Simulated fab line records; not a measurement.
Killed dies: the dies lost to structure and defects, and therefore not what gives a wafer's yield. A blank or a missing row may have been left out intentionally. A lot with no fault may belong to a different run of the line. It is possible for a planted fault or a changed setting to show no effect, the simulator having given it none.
Matching of chambers	flow gf180mcu	4 sister chambers for GF_V4_CMP_04 on cmp-02
The step polishes SiO2. 4 wafers are shown with their chamber, then 9 later ones without.

WAFERS WITH THEIR CHAMBER
wafer	chamber	motor_current_A (A)
L660.2	0	11.5
L669.3	1	11.6
L669.4	2	12.2
L669.5	3	12.4

WAFERS WHOSE CHAMBER IS MISSING
wafer	motor_current_A (A)
L670.1	12.7
L670.2	12.9
L670.6	10.8
L671.1	12.5
L671.5	11.3
L671.6	13.1
L672.3	12.5
L672.4	11.3
L672.6	11.2

THE CHAMBER EACH PASSED THROUGH
wafer	from the rows above	in truth
L670.1	can't be placed: 3 or 2 or 1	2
L670.2	can't be placed: 3 or 2 or 1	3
L670.6	can't be placed: 0 or 1 or 2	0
L671.1	can't be placed: 3 or 2 or 1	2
L671.5	can't be placed: 0 or 1 or 2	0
L671.6	can't be placed: 3 or 2 or 1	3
L672.3	can't be placed: 3 or 2 or 1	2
L672.4	can't be placed: 0 or 1 or 2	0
L672.6	can't be placed: 0 or 1 or 2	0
Correctly placed: 0 of 9. From these rows, 9 cannot be placed; in 9 the true chamber is one of the candidates. Number placed wrongly: 0.
How it was worked out, from the rows above alone: a wafer's distance from a chamber is the root of the sum, over the readings, of the square of ((its reading less the chamber's mean) divided by the reading's scatter). The wafer belongs to the nearest chamber; if the next one is less than 2 further off, it can't be placed. A chamber's mean is the mean of its shown wafers. The scatter (one wafer shown for each chamber): square how far every hidden wafer sits from the nearest shown wafer, average those squares and take the square root.
